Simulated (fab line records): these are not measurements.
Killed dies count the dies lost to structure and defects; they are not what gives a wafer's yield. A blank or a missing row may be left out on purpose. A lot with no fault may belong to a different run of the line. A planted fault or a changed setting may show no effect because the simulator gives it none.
A lot that was struck, set against a sound lot    flow gf180mcu    37 steps out of a route of 602
Sound: these wafers, L794.3, L794.4, L794.6. Wafers struck: L804.3, L804.5, L804.6. The cause is named last.
Each step with rows lists, per side, the tool, then ch with its chambers, then its first start. Under that, the readings that differ: sound wafers    struck wafers    difference of the means    sigmas: that difference in standard deviations of wafers without a fault.
alike: readings whose means differ by less than 2 such deviations, and words and numbers that are the same on both sides. not compared: withheld readings, readings that some wafer has no value for, bounds like >300 that may hide the same value, and numbers for which the record gives no deviation and whose values overlap.
A row with sigmas, a row that says differs or no value, or rows on one side alone: a step with any of these is where the two part. Non-overlapping numbers with no deviation appear without sigmas and do not part them. Lack of a reading on every wafer of one side parts them only where that side has two or more wafers.

first, 1 step without rows for these wafers: GF_M5_DEVELOP_06 (develop time 60 s).
GF_M5_CD_MEAS_07: target cd 280 nm.
  sound on cd-sem-01 at day 29 13:26; struck on cd-sem-02 at day 32 07:41
  alike: cd-nm
GF_M5_OVL_MEAS_08:
  sound on overlay-01 at day 29 13:31; struck on overlay-02 at day 32 07:47
  alike: M5_OVL
GF_M5_ETCH_09: etches Si3N4 in CF4/O2, target depth 52 nm, time 11.6 s.
  sound on rie-diel-04 ch 0,1,2, day 29 13:32; struck on rie-diel-04 ch 0,1,3, day 32 07:49
  alike: bias-w, drypump-motor-current-A, oes-product-au, throttle-valve-pct
  not compared: rf-hours-counter-h
then, 5 steps without rows for these wafers: GF_M5_METAL_ETCH_10 (etches the open film in Cl2/BCl3, stops on SiO2, target depth 750.8 nm, time 125.1 s); GF_M5_STRIP_11 (strips in O2/N2); GF_M5_STRIP_12 (strips in post etch residue remover, time 1200 s); GF_M5_CLEAN_13 (cleans in DIW); GF_V5_CVD_00 (deposits SiO2, target thk 300 nm, time 50 s).
GF_V5_THK_MEAS_01:
  sound on film-metro-03 at day 29 14:18; struck on film-metro-01 at day 32 08:34
  alike: V5_CVD_00_THK
then, 1 step without rows for these wafers: GF_V5_CVD_02 (deposits SiO2 from TEOS, target thk 1450 nm, time 163.28 s).
GF_V5_THK_MEAS_03:
  sound on film-metro-01 at day 29 14:28; struck on film-metro-01 at day 32 08:44
  alike: V5_CVD_02_THK
GF_V5_CMP_04: polishes SiO2.
  sound on cmp-02 ch 1,2, day 29 14:31; struck on cmp-02 ch 0,1,3, day 32 08:52
reading                              sound              struck             difference  sigmas
model.SiO2_of_V5_CVD_02.thk-nm (nm)  855.7 856.3 855.7  939.2 939.8 939.5  +83.6       
  alike: motor-current-A
GF_V5_BOW_MEAS_05:
  sound on film-metro-04 at day 29 14:51; struck on film-metro-03 at day 32 09:07
reading      sound        struck       difference  sigmas
V5_BOW (um)  119 120 121  162 140 149  +30         +3
then, 6 steps without rows for these wafers: GF_V5_DEHYDRATE_06 (time 60 s); GF_V5_HMDS_07 (prime time 60 s); GF_V5_COAT_08; GF_V5_COAT_09 (resist thk 1000 nm); GF_V5_SOFTBAKE_10 (time 60 s); GF_V5_EXPOSE_11 (exposes mask Via5, target cd 260 nm).
GF_V5_PEB_12: peb time 92.74 s.
  sound on litho-track-03 ch 0; struck on litho-track-04 ch 0
  alike: plate-sensor-t-centre-C, plate-sensor-t-edge-C, resist-line-temp-C
then, 1 step without rows for these wafers: GF_V5_DEVELOP_13 (develop time 60 s).
GF_V5_CD_MEAS_14: target cd 260 nm.
  sound on cd-sem-01 at day 30 08:41; struck on cd-sem-02 at day 33 01:28
  alike: cd-nm
GF_V5_OVL_MEAS_15:
  sound on overlay-02 at day 30 08:46; struck on overlay-02 at day 33 01:33
  alike: V5_OVL
then, 1 step without rows for these wafers: GF_V5_ETCH_16 (etches BARC in N2/H2).
GF_V5_ETCH_17: etches SiO2 in C4F8/O2/Ar, stops on TiN, target depth 855 nm.
  sound on rie-diel-01 ch 1,3; struck on rie-diel-01 ch 2,3
reading                         sound              struck             difference  sigmas
oes-product-au (a.u.)           0.860 0.861 0.865  0.905 0.906 0.912  +0.046      +11
model.etch.depth-nm (nm)        855.7 856.3 855.7  939.2 939.8 939.5  +83.6       
model.V5.feature-depth-nm (nm)  855.7 856.3 855.7  939.2 939.8 939.5  +83.6       
  alike: bias-w
then, 3 steps without rows for these wafers: GF_V5_STRIP_18 (strips in O2/N2); GF_V5_STRIP_19 (strips in post etch residue remover, time 1200 s); GF_V5_CLEAN_20 (cleans in DIW).
GF_V5_SPUTTER_21: material Ti, target thk 15 nm, time 80.02 s.
  sound on pvd-sputter-03 at day 30 09:29; struck on pvd-sputter-03 at day 33 02:16
  alike: cathode-dc-power-W, throttle-valve-pct
then, 1 step without rows for these wafers: GF_V5_SPUTTER_22 (material TiN, target thk 10 nm, time 40 s).
GF_V5_CVD_23: deposits W, target thk 350 nm, time 104.9 s.
  sound on cvd-w-01 ch 0, day 30 09:39; struck on cvd-w-02 ch 0,1, day 33 02:24
  alike: heater-power-w
GF_V5_RS_MEAS_24: the measuring method here is four-point-probe.
  sound on film-metro-01 at day 30 09:50; struck on film-metro-01 at day 33 02:31
  alike: V5_W_RS
GF_V5_THK_MEAS_25: measures by xrf.
  sound on film-metro-01 at day 30 09:56; struck on film-metro-01 at day 33 02:37
  alike: V5_W_THK
GF_V5_CMP_26: polishes, stops on SiO2, t overpolish 15 s, target thk 0 nm.
  sound on cmp-02 ch 0,1, day 30 10:02; struck on cmp-02 ch 0,1,2, day 33 02:57
reading                              sound              struck           difference  sigmas
model.SiO2_of_V5_CVD_02.thk-nm (nm)  851.9 852.5 851.9  935.4 936 935.7  +83.6       
  alike: motor-current-A
GF_TOP_METAL_SPUTTER_00: material Ti, target thk 37.5 nm, time 150 s.
  sound on pvd-sputter-04 at day 30 10:19; struck on pvd-sputter-04 at day 33 03:06
  alike: cathode-dc-power-W, throttle-valve-pct
GF_PASSIVATION_PROBE_99:
  sound wafers here have rows in the record (prober-01, day 31 23:02); struck ones have none

WHERE THEY PART
Earliest at GF_V5_BOW_MEAS_05; latest, in this record, at GF_PASSIVATION_PROBE_99.

WHY: the cause the simulator had injected
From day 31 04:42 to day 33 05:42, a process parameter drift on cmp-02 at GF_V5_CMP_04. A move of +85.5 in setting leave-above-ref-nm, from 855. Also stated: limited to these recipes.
